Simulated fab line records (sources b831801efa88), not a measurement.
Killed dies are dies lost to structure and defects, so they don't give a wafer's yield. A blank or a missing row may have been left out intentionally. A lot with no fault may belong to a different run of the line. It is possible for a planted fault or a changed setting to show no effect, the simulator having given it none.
Which tool was responsible? :: flow sky130 :: Sampling: 6 lots, 18 wafers, 2 of 708 route steps

## WHAT THE GAUGES SHOWED, per wafer
SKY_VIA1_OVL_MEAS_13.
lot: L640
measured: day 34 17:28
on: overlay-01
VIA1_OVL (nm): -4 -9 6

lot: L648
measured: day 36 22:10
on: overlay-02
VIA1_OVL (nm): -7 -9 0

lot: L651
measured: day 37 23:35
on: overlay-02
VIA1_OVL (nm): 12 19 19 16 23 19

lot: L656
measured: day 39 10:25
on: overlay-01
VIA1_OVL (nm): 0 0 8

lot: L658
measured: day 39 22:08
on: overlay-01
VIA1_OVL (nm): 13 9 10

lot: L662
measured: day 40 22:46
on: overlay-02
VIA1_OVL (nm): 0 0 -6

## WHICH TOOL RAN EACH LOT (tool, then ch and the chambers of the sampled wafers, then the start)
lot: L640
SKY_VIA1_EXPOSE_09: krf-scanner-02 ch 0, day 34 03:38

lot: L648
SKY_VIA1_EXPOSE_09: krf-scanner-02 ch 0, day 36 09:04

lot: L651
SKY_VIA1_EXPOSE_09: krf-scanner-01 ch 0, day 37 10:25

lot: L656
SKY_VIA1_EXPOSE_09: krf-scanner-02 ch 0, day 38 22:28

lot: L658
SKY_VIA1_EXPOSE_09: krf-scanner-02 ch 0, day 39 10:25

lot: L662
SKY_VIA1_EXPOSE_09: krf-scanner-02 ch 0, day 40 11:35
- SKY_VIA1_EXPOSE_09: exposes mask VIM, target cd 150 nm.

## THE ANSWER, worked out from the rows above alone
Rule: the usual values come from the lots themselves. Put in order of their means at a reading, lots are off if they are a third of the lots or fewer, leave a main group of 4 or more, and stand apart from it by a gap of 3 or more times the standard deviation of the main group's means; of several such gaps the widest counts. A main group is skipped when, at the precision printed for the reading in the tables above, its means are all equal. A lot without any number at a reading at which 4 lots or more have one is off too. The other lots that the step has rows for count as sound.
No lot is off at any reading shown: from this, nothing can be told.

## WHAT THE SIMULATOR HAD PUT IN
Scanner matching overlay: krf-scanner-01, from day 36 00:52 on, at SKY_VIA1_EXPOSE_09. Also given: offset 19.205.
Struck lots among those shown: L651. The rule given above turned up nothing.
